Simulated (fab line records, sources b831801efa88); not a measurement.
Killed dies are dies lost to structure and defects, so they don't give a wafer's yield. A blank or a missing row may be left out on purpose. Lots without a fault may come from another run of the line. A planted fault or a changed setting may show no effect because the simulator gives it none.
Problem report in the 8D (eight disciplines) form, filled by code | flow gf180mcu | the parts of the form that need people (team, actions taken, sign-off) are left out

1. THE PROBLEM
run_length_s at GF_STI_ETCH_14 reads a mean of 104.7 s on 3 wafers of 2 lots; wafers without a fault read 131.2 s with a standard deviation of 0.37. That is -72 standard deviations from the usual mean.
The step: etches Si in HBr/Cl2/O2, target depth 360 nm, time 102.9 s.
First seen on wafer L323.1, day 4 07:22, on rie_si-01. The record holds 42 wafers of 14 lots with a number at this step. Rule for "out", or "out of limits": more than 4 standard deviations from the usual mean. The other wafers with a number count as sound.

2. WHAT IT IS AND WHAT IT IS NOT
question                    | is                     | is not
which readings at this step | run_length_s           | drypump_motor_current_A, throttle_valve_pct
which lots                  | L323, L324             | L313, L314, L315, L316, L317, L318, L327, L328, L333, L334, L335, L336
which wafers of those lots  | L323.1, L324.2, L324.5 | L323.2, L323.4, L324.3
read on which tools         | rie_si-01              | rie_si-02
when                        | from day 4 07:22       | up to then (20 sound wafers); but 19 sound wafers of L324, L327, L328, L333, L334, L335, L336 came after

3. SUSPECTS, AND WHAT RULES EACH OUT
Counting: a tool at a process step up to the reading stays a suspect if it ran every lot that is out. Sound lots after the first of them don't rule it out here, since some wafers of a struck lot are sound.
- rie_si-01 at GF_STI_ETCH_14 (etches Si in HBr/Cl2/O2, target depth 360 nm, time 102.9 s): kept. It ran every lot that is out, first L323 (day 4 07:22); its last sound lot up to then is L318 (day 3 03:02). Its own readings are out on those wafers: run_length_s.
- Within rie_si-01 at GF_STI_ETCH_14: the wafers that are out ran in chamber 3; their sound lot-mates ran in chambers 1, 2.
Left after counting: rie_si-01 at GF_STI_ETCH_14.

4. THE CAUSE (what the simulator had put in)
Process parameter drift: rie_si-01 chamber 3, from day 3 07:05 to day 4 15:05, at GF_STI_ETCH_14. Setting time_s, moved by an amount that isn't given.
Counting left only this tool.

5. THE CHAIN OF EFFECTS, in route order
Each row: a reading whose mean over the struck wafers that have a number lies more than 3 standard deviations from the usual. Only readings for which the record gives a usual standard deviation are gone through. hours: the time from each lot's start at the first step in this table that gives one to its start at this step, as a median over the lots. sigmas: the change in usual standard deviations.
hours | step            | reading                  | usual      | on struck wafers | change | sigmas
0     | GF_STI_ETCH_14  | run_length_s             | 131.2 s    | 104.7            | -26.5  | -72
0     | GF_STI_STRIP_15 | oes_product_au           | 0.385 a.u. | 0.404            | +0.019 | +4.4
0     | GF_STI_STRIP_15 | strip_time_to_endpoint_s | 3.76 s     | 4.07             | +0.31  | +8.5
The process steps in it:
- GF_STI_ETCH_14: etches Si in HBr/Cl2/O2, target depth 360 nm, time 102.9 s.
- GF_STI_STRIP_15: strips in O2/N2.
Later measuring or inspecting steps at which every struck wafer that the step has a row for has a number for every such reading, and none has moved that far: GF_MVPSD_OVL_MEAS_07, GF_V1_OVL_MEAS_15.

6. WHAT WOULD HAVE CAUGHT IT SOONER
In this record the first reading out of limits was taken at day 4 07:22, 24 hours after the fault began at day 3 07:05.
